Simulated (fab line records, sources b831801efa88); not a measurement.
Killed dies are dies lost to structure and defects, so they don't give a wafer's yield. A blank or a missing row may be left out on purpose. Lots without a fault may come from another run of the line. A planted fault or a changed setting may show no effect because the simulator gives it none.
Which tool did it? | flow sky130 | 6 lots, 17 wafers sampled, at 1 step of a route of 708

WHAT THE GAUGES READ, wafer by wafer
SKY_LOCAL_INTERCONNECT_RS_MEAS_01: measures by four-point-probe.
lot  | measured     | on            | LOCAL_INTERCONNECT_TIN_RS (ohm/sq)
L447 | day 30 18:50 | film_metro-01 | 14.02 14.21 14.17
L449 | day 34 04:47 | film_metro-04 | 14.10 14.15 13.95
L454 | day 34 09:23 | film_metro-01 | 14.14 14.53 14.09
L457 | day 34 14:17 | film_metro-02 | 14.15 14.11
L464 | day 35 06:25 | film_metro-01 | 13.94 13.86 14.11
L468 | day 36 09:55 | film_metro-01 | 13.81 14.10 13.91

WHICH TOOL RAN EACH LOT (tool, then ch and the chambers of the sampled wafers, then the start)
The record holds no process step before these readings.

THE ANSWER, worked out from the rows above alone
Rule: what is usual is taken from the lots themselves. Put in order of their means at a reading, lots are off if they are a third of the lots or fewer, leave a main group of 4 or more, and stand apart from it by a gap of 3 or more times the standard deviation of the main group's means; of several such gaps the widest counts. A main group whose means are all the same, to the digits that the tables above print for the reading, isn't used. A lot without any number at a reading at which 4 lots or more have one is off too. The other lots that the step has rows for count as sound.
No lot is off at any reading shown: from this, nothing can be told.

WHAT THE SIMULATOR HAD PUT IN
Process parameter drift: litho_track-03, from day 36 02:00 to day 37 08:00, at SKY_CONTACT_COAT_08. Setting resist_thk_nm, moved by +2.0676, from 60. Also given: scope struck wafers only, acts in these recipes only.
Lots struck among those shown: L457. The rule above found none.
